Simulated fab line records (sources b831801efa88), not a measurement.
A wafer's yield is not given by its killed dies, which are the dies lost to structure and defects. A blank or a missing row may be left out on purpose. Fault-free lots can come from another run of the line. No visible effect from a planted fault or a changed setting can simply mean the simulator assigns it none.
Which of the tools did it? || flow gf180mcu || 11 lots with 33 wafers sampled at 3 steps, on a route of 602 steps

## WHAT THE GAUGES SHOWED, per wafer
GF_HV_LDD_CD_MEAS_07 targets a cd of 400 nm.
{"lot": "L778", "measured": "day 10 02:28", "on": "cd_sem-01", "cd_nm (nm)": "401.1 400.4 400.9"}
{"lot": "L781", "measured": "day 11 02:10", "on": "cd_sem-02", "cd_nm (nm)": "- - -"}
{"lot": "L786", "measured": "day 12 16:24", "on": "cd_sem-01", "cd_nm (nm)": "401.6 400.9 399.0"}
{"lot": "L787", "measured": "day 13 04:38", "on": "cd_sem-02", "cd_nm (nm)": "399.2 400.3 397.7"}
{"lot": "L788", "measured": "day 13 18:47", "on": "cd_sem-01", "cd_nm (nm)": "398.3 398.7 398.3"}
{"lot": "L789", "measured": "day 14 06:27", "on": "cd_sem-01", "cd_nm (nm)": "397.6 400.0 398.1"}
{"lot": "L790", "measured": "day 14 08:47", "on": "cd_sem-02", "cd_nm (nm)": "399.7 400.3 399.7"}
{"lot": "L791", "measured": "day 14 12:47", "on": "cd_sem-02", "cd_nm (nm)": "396.5 397.5 397.9"}
{"lot": "L792", "measured": "day 14 22:32", "on": "cd_sem-02", "cd_nm (nm)": "395.1 395.7 395.9"}
{"lot": "L795", "measured": "day 15 17:46", "on": "cd_sem-02", "cd_nm (nm)": "398.7 397.4 398.9"}
{"lot": "L796", "measured": "day 15 18:42", "on": "cd_sem-01", "cd_nm (nm)": "401.0 399.1 401.7"}

## WHICH TOOL RAN EACH LOT (tool, then ch and the chambers of the sampled wafers, then the start)
{"lot": "L778", "GF_DUAL_GATE_STRIP_13": "plasma_asher-04 ch 0, day 8 11:37", "GF_HV_LDD_EXPOSE_04": "iline_stepper-01 ch 0, day 9 18:07"}
{"lot": "L781", "GF_DUAL_GATE_STRIP_13": "plasma_asher-03 ch 1, day 9 09:55", "GF_HV_LDD_EXPOSE_04": "iline_stepper-01 ch 0, day 10 17:23"}
{"lot": "L786", "GF_DUAL_GATE_STRIP_13": "plasma_asher-03 ch 0,1, day 10 20:55", "GF_HV_LDD_EXPOSE_04": "iline_stepper-01 ch 0, day 12 06:50"}
{"lot": "L787", "GF_DUAL_GATE_STRIP_13": "plasma_asher-04 ch 0,1, day 11 09:19", "GF_HV_LDD_EXPOSE_04": "iline_stepper-01 ch 0, day 12 18:47"}
{"lot": "L788", "GF_DUAL_GATE_STRIP_13": "plasma_asher-03 ch 0,1, day 11 20:26", "GF_HV_LDD_EXPOSE_04": "iline_stepper-01 ch 0, day 13 08:58"}
{"lot": "L789", "GF_DUAL_GATE_STRIP_13": "plasma_asher-01 ch 0,1, day 12 08:34", "GF_HV_LDD_EXPOSE_04": "iline_stepper-01 ch 0, day 13 19:27"}
{"lot": "L790", "GF_DUAL_GATE_STRIP_13": "plasma_asher-04 ch 0,1, day 12 09:24", "GF_HV_LDD_EXPOSE_04": "iline_stepper-01 ch 0, day 13 22:45"}
{"lot": "L791", "GF_DUAL_GATE_STRIP_13": "plasma_asher-01 ch 0,1, day 12 15:04", "GF_HV_LDD_EXPOSE_04": "iline_stepper-01 ch 0, day 14 02:38"}
{"lot": "L792", "GF_DUAL_GATE_STRIP_13": "plasma_asher-04 ch 0,1, day 12 21:46", "GF_HV_LDD_EXPOSE_04": "iline_stepper-02 ch 0, day 14 12:14"}
{"lot": "L795", "GF_DUAL_GATE_STRIP_13": "plasma_asher-01 ch 0,1, day 13 17:52", "GF_HV_LDD_EXPOSE_04": "iline_stepper-02 ch 0, day 15 07:37"}
{"lot": "L796", "GF_DUAL_GATE_STRIP_13": "plasma_asher-04 ch 0,1, day 13 20:22", "GF_HV_LDD_EXPOSE_04": "iline_stepper-02 ch 0, day 15 08:20"}
- GF_DUAL_GATE_STRIP_13: strips in O2/N2.
- GF_HV_LDD_EXPOSE_04: exposes mask Nplus LV AREA, target cd 400 nm.

## THE ANSWER, worked out from the rows above alone
Rule: the usual values come from the lots themselves. The widest of any qualifying gaps counts: lots, ordered by their means at a reading, are off when they make up no more than a third of the lots, leave a main group of 4 or more, and stand apart from it by 3 or more times the standard deviation of that group's means. Not used: any main group whose means are identical at the precision the tables above print for the reading. A lot without any number at a reading at which 4 lots or more have one is off too. The other lots that the step has rows for count as sound.
Off: L781, at GF_HV_LDD_CD_MEAS_07 (cd_nm). Without a number there: L781. Main group: mean 398.9 nm, sd 1.6.
A tool fits if, at a process step before that reading, it ran every lot that is off, and no sound lot after the first of them. Gauges at GF_HV_LDD_CD_MEAS_07: tried the same way as those tools. None of those tried fits.

## WHAT THE SIMULATOR HAD INSERTED
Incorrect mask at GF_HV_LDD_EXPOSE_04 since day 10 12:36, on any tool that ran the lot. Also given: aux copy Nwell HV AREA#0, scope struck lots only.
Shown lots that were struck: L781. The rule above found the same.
